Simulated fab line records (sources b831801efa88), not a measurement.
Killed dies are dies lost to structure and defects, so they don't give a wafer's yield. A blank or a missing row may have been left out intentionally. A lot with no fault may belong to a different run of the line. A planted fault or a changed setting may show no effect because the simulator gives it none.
Chamber matching :: flow gf180mcu :: GF_PASSIVATION_CVD_00 on pecvd-01 has 3 sister chambers
The step deposits SiO2 from TEOS, target thk 1000 nm, time 111.95 s. 3 wafers are shown with their chamber, then 9 later ones without.

== WAFERS PAIRED WITH THEIR CHAMBERS ==
wafer: L086.1
chamber: 0
heater power w (W): 458

wafer: L086.2
chamber: 1
heater power w (W): 834

wafer: L086.4
chamber: 2
heater power w (W): 728

== WAFERS MISSING THEIR CHAMBER ==
wafer: L089.1
heater power w (W): 554

wafer: L089.5
heater power w (W): 601

wafer: L089.6
heater power w (W): 434

wafer: L091.1
heater power w (W): 752

wafer: L091.3
heater power w (W): 511

wafer: L091.4
heater power w (W): 613

wafer: L092.1
heater power w (W): 533

wafer: L092.4
heater power w (W): 604

wafer: L092.6
heater power w (W): 653

== THE CHAMBER EACH PASSED THROUGH ==
wafer: L089.1
from the rows above: can't be placed: 0 or 2
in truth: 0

wafer: L089.5
from the rows above: can't be placed: 2 or 0 or 1
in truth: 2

wafer: L089.6
from the rows above: 0
in truth: 0

wafer: L091.1
from the rows above: can't be placed: 2 or 1
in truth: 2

wafer: L091.3
from the rows above: can't be placed: 0 or 2
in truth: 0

wafer: L091.4
from the rows above: can't be placed: 2 or 0 or 1
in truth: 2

wafer: L092.1
from the rows above: can't be placed: 0 or 2
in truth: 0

wafer: L092.4
from the rows above: can't be placed: 2 or 0 or 1
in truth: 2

wafer: L092.6
from the rows above: can't be placed: 2 or 1 or 0
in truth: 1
Correct placement for 1 of the 9. Cannot be placed on the basis of these rows: 8; the candidates contain the true chamber in 8. Number placed wrongly: 0.
How it was worked out, from the rows above alone: a wafer's distance from a chamber is the root of the sum, over the readings, of the square of ((its reading less the chamber's mean) divided by the reading's scatter). The wafer belongs to the nearest chamber; if the next one is less than 2 further off, it can't be placed. A chamber's mean is the mean of its shown wafers. The scatter (one wafer shown for each chamber): square how far every hidden wafer sits from the nearest shown wafer, average those squares and take the square root.
